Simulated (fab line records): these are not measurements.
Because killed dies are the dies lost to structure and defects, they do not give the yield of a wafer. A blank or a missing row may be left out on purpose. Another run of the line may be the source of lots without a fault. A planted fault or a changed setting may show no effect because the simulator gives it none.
What tool caused it?	flow gf180mcu	33 wafers from 11 lots sampled at 7 of the route's 602 steps

## WHAT THE GAUGES SHOWED, per wafer
GF_V2_THK_MEAS_03. Usual: V2_CVD_02_THK typically reads 852 nm, with standard deviation 13.
lot	measured	on	V2_CVD_02_THK (nm)	flag
L415	day 18 20:33	film_metro-03	871 854 876	
L417	day 19 20:46	film_metro-01	855 840 857	
L418	day 20 04:05	film_metro-04	841 873 864	
L419	day 20 14:26	film_metro-03	854 830 851	
L421	day 21 17:37	film_metro-03	838 855 875	
L424	day 22 14:14	film_metro-01	850 856 854	
L425	day 22 20:38	film_metro-04	853 867 865	
L433	day 26 02:20	film_metro-03	821 855 843	
L434	day 26 04:25	film_metro-03	848 844 858	
L435	day 26 05:40	film_metro-01	853 865 870	
L436	day 26 15:49	film_metro-04	858 853 876	

GF_V2_RS_MEAS_24: uses a four-point probe to measure. Usual: V2_W_RS typically reads 0.328 ohm/sq, with standard deviation 0.0036.
lot	measured	on	V2_W_RS (ohm/sq)	flag
L415	day 19 21:55	film_metro-03	0.328 0.323 0.322	
L417	day 20 22:13	film_metro-01	0.329 0.330 0.323	
L418	day 21 06:00	film_metro-01	0.326 0.330 0.336	
L419	day 21 15:47	film_metro-01	0.335 0.325 0.326	
L421	day 22 19:05	film_metro-04	0.325 0.322 0.325	
L424	day 23 14:53	film_metro-04	0.186 0.183 0.183	OFF
L425	day 23 21:08	film_metro-01	0.184 0.186 0.184	OFF
L433	day 27 00:23	film_metro-04	0.329 0.330 0.325	
L434	day 27 02:18	film_metro-04	0.330 0.325 0.330	
L435	day 27 03:55	film_metro-03	0.325 0.325 0.332	
L436	day 27 13:15	film_metro-04	0.325 0.325 0.330	

GF_V2_THK_MEAS_25: measures by xrf. Usual: V2_W_THK typically reads 356 nm, with standard deviation 5.3.
lot	measured	on	V2_W_THK (nm)	flag
L415	day 19 22:02	film_metro-03	357 360 359	
L417	day 20 22:20	film_metro-01	359 360 367	
L418	day 21 06:07	film_metro-01	363 358 350	
L419	day 21 15:55	film_metro-01	350 362 362	
L421	day 22 19:12	film_metro-04	359 363 360	
L424	day 23 14:59	film_metro-04	- - -	OFF
L425	day 23 21:16	film_metro-01	- - -	OFF
L433	day 27 00:29	film_metro-04	358 356 363	
L434	day 27 02:25	film_metro-04	357 365 357	
L435	day 27 04:02	film_metro-03	355 356 346	
L436	day 27 13:22	film_metro-04	363 364 355	

GF_M3_CD_MEAS_14 targets a cd of 280 nm. Usual: cd_nm 279.3 nm, standard deviation 1.2.
lot	measured	on	cd_nm (nm)	flag
L415	day 20 22:32	cd_sem-01	280.7 281.4 280.9	
L417	day 21 22:29	cd_sem-02	278.1 279.1 280.1	
L418	day 22 06:41	cd_sem-01	280.3 279.2 278.5	
L419	day 22 15:55	cd_sem-02	279.3 279.6 280.8	
L421	day 23 18:55	cd_sem-01	279.4 280.6 278.8	
L424	day 24 14:33	cd_sem-01	279.1 280.2 281.0	
L425	day 24 20:42	cd_sem-02	278.7 280.6 280.1	
L433	day 27 21:07	cd_sem-01	278.0 278.7 278.7	
L434	day 27 22:50	cd_sem-01	280.4 280.6 280.1	
L435	day 28 00:31	cd_sem-02	281.1 280.2 279.0	
L436	day 28 08:49	cd_sem-01	279.8 279.0 280.4	

## WHAT TOOL EACH LOT RAN ON (gives the tool, then ch and the chambers of the sampled wafers, and finally the start)
lot	GF_V2_CVD_23	GF_V2_CMP_26	GF_M3_SPUTTER_02
L415	cvd_w-01 ch 0,1, day 19 21:48	cmp-01 ch 1,2,3, day 19 22:14	pvd_sputter-04, day 19 22:40
L417	cvd_w-01 ch 0,1, day 20 22:07	cmp-01 ch 0,1,2, day 20 22:24	pvd_sputter-01, day 20 22:50
L418	cvd_w-01 ch 0,1, day 21 05:52	cmp-01 ch 0,3, day 21 06:10	pvd_sputter-01, day 21 06:35
L419	cvd_w-01 ch 0,1, day 21 15:40	cmp-01 ch 0,1,3, day 21 16:04	pvd_sputter-04, day 21 16:24
L421	cvd_w-02 ch 0, day 22 18:58	cmp-01 ch 1,2,3, day 22 19:15	pvd_sputter-01, day 22 19:41
L424	cvd_w-01 ch 0,1, day 23 14:46	cmp-01 ch 0,3, day 23 15:04	pvd_sputter-01, day 23 15:27
L425	cvd_w-01 ch 0,1, day 23 21:02	cmp-01 ch 0,1,2, day 23 21:25	pvd_sputter-01, day 23 21:45
L433	cvd_w-01 ch 0,1, day 27 00:14	cmp-02 ch 1,2,3, day 27 00:38	pvd_sputter-01, day 27 00:59
L434	cvd_w-01 ch 0,1, day 27 02:11	cmp-01 ch 1,2,3, day 27 02:29	pvd_sputter-02, day 27 02:55
L435	cvd_w-01 ch 0,1, day 27 03:47	cmp-02 ch 0,1,3, day 27 04:08	pvd_sputter-01, day 27 04:31
L436	cvd_w-02 ch 0,1, day 27 13:07	cmp-02 ch 1,2, day 27 13:25	pvd_sputter-01, day 27 13:50
- GF_V2_CVD_23: deposits W, target thk 350 nm, time 104.94 s.
- GF_V2_CMP_26: polishes, stops on SiO2, t overpolish 15 s, target thk 0 nm.
- GF_M3_SPUTTER_02: material AlCu, target thk 450 nm, time 23.9 s.

## AS READ BY THE TOOLS THEMSELVES (means over the sampled wafers that have a number; for cases with no such wafer, the mark the record gives instead)
GF_V2_CVD_23. Usual: heater_power_w 920 W, standard deviation 54.
lot	tool	heater_power_w (W)	flag
L415	cvd_w-01	896	
L417	cvd_w-01	914	
L418	cvd_w-01	882	
L419	cvd_w-01	895	
L421	cvd_w-02	1002	
L424	cvd_w-01	884	
L425	cvd_w-01	887	
L433	cvd_w-01	933	
L434	cvd_w-01	930	
L435	cvd_w-01	893	
L436	cvd_w-02	951	

GF_V2_CMP_26. Usual: motor_current_A 11.0 A, standard deviation 0.9; time_to_endpoint_s 84 s, standard deviation 3.5.
lot	tool	motor_current_A (A)	time_to_endpoint_s (s)	flag
L415	cmp-01	11.9	88	
L417	cmp-01	11.4	83	
L418	cmp-01	11.0	83	
L419	cmp-01	11.2	86	
L421	cmp-01	11.3	81	
L424	cmp-01	10.9	145	OFF
L425	cmp-01	11.1	146	OFF
L433	cmp-02	9.9	84	
L434	cmp-01	11.6	82	
L435	cmp-02	10.7	85	
L436	cmp-02	9.6	88	

GF_M3_SPUTTER_02. Usual: throttle_valve_pct 30.1 %, standard deviation 0.76.
lot	tool	throttle_valve_pct (%)	flag
L415	pvd_sputter-04	30.4	
L417	pvd_sputter-01	30.1	
L418	pvd_sputter-01	29.9	
L419	pvd_sputter-04	30.4	
L421	pvd_sputter-01	30.2	
L424	pvd_sputter-01	29.9	
L425	pvd_sputter-01	29.9	
L433	pvd_sputter-01	29.7	
L434	pvd_sputter-02	29.6	
L435	pvd_sputter-01	29.6	
L436	pvd_sputter-01	30.0	

## THE ANSWER, worked out from the rows above alone
Rule: take the mean of a lot's wafers that have a number; if it is more than 3 standard deviations from the usual mean, the lot is off. A lot without any number at a reading at which 4 lots or more have one is off too. Any other lot the step has rows for is counted as sound. The gauges are gone through in route order, then the tools' own readings, and for those a lot's mean is taken as printed above. At the first step where some lot is off, the reading lying furthest off is the one used; lots without a number count as furthest.
Off: L424, L425, seen at GF_V2_RS_MEAS_24 (V2_W_RS).
A tool fits if, at a process step before that reading, it ran every lot that is off, and no sound lot after the first of them. Not tried: the gauges at GF_V2_RS_MEAS_24; whatever is off there is also off at GF_V2_CMP_26, on other tools, and gauge error can't account for it. No candidate that was tried fits.

## WHAT WAS PUT IN BY THE SIMULATOR
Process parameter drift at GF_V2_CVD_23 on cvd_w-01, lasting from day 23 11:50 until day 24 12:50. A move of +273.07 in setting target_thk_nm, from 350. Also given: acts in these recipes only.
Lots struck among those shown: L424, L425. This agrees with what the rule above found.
